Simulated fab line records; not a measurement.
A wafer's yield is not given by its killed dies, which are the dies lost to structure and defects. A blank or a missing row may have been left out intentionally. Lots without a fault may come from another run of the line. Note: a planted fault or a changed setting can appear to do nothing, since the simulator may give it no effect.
8D (eight disciplines) problem report, filled in by code -- flow gf180mcu -- the parts of the form that need people (team, actions taken, sign-off) are left out

1. THE ISSUE
Mean of oes-product-au at GF_M2_METAL_ETCH_16: 0.810 a.u. across 3 wafers in 2 lots; on wafers with no fault it is 0.975 a.u. (standard deviation 0.0059). That puts it -28 standard deviations away from the usual mean.
The step: etches the open film in Cl2/BCl3, stops on SiO2, target depth 627.5 nm, time 104.6 s.
Earliest sighting: wafer L281.2 on rie-metal-01 at day 22 15:24. The record holds 42 wafers of 14 lots with a number at this step. The rule behind "out" and "out of limits": a value lying over 4 standard deviations away from the usual mean. The other wafers with a number count as sound.

2. WHAT IT IS AND WHAT IT IS NOT
question,is,is not
which readings at this step,"oes-product-au, throttle-valve-pct","drypump-motor-current-A, he-backside-leak-sccm"
which lots,"L281, L282","L273, L274, L275, L277, L289, L290, L291, L292, L293, L294, L295, L296"
which wafers of those lots,"L281.2, L281.5, L282.5","L281.4, L282.3, L282.4"
read on which tools,rie-metal-01,"rie-metal-02, rie-metal-04"
when,from day 22 15:24,"up to then (13 sound wafers); but 26 sound wafers of L282, L289, L290, L291, L292, L293, L294, L295, L296 came after"

3. SUSPECTS, AND WHAT RULES EACH OUT
Counting: if a tool at a process step up to the reading ran every lot that is out, it stays a suspect. Sound lots after the first of them don't rule it out here, since some wafers of a struck lot are sound.
- rie-metal-01 at GF_M2_METAL_ETCH_16 (etches the open film in Cl2/BCl3, stops on SiO2, target depth 627.5 nm, time 104.6 s): kept. Every lot that is out went through it, the first being L281 (day 22 15:24); the last sound lot it ran before that was L277 (day 20 18:07). Its own oes-product-au, throttle-valve-pct readings are out on those wafers.
Left after counting: rie-metal-01 at GF_M2_METAL_ETCH_16.

4. THE CAUSE (what the simulator had put in)
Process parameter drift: rie-metal-01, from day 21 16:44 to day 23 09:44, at GF_M2_METAL_ETCH_16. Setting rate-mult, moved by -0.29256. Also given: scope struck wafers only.
This tool alone remained once counting was done.

5. THE EFFECT CHAIN, in route order
Rows list readings where the struck wafers' mean (over those with a number) sits beyond 3 standard deviations from the usual. Readings are gone through only where the record gives a usual standard deviation; hours: the median, over the lots, of the time from a lot's start at the first step in this table giving one to that lot's start at this step; sigmas: the change measured in usual standard deviations.
hours,step,reading,usual,on struck wafers,change,sigmas
0,GF_M2_METAL_ETCH_16,oes-product-au,0.975 a.u.,0.810,-0.165,-28
0,GF_M2_METAL_ETCH_16,throttle-valve-pct,28.247 %,28.423,+0.176,+18
0,GF_M2_STRIP_17,oes-product-au,0.557 a.u.,0.592,+0.035,+7.2
0,GF_M2_STRIP_17,strip-time-to-endpoint-s,7.87 s,8.60,+0.73,+19
It contains these process steps:
- GF_M2_METAL_ETCH_16: etches the open film in Cl2/BCl3, stops on SiO2, target depth 627.5 nm, time 104.6 s.
- GF_M2_STRIP_17: strips in O2/N2.
At these later measuring or inspecting steps, every struck wafer for which the step has a row has a number for every such reading, and none has moved that far: GF_V2_THK_MEAS_01.

6. WHAT WOULD HAVE CAUGHT IT SOONER
23 hours passed between the start of the fault at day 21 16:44 and the first reading out of limits in this record, taken at day 22 15:24.
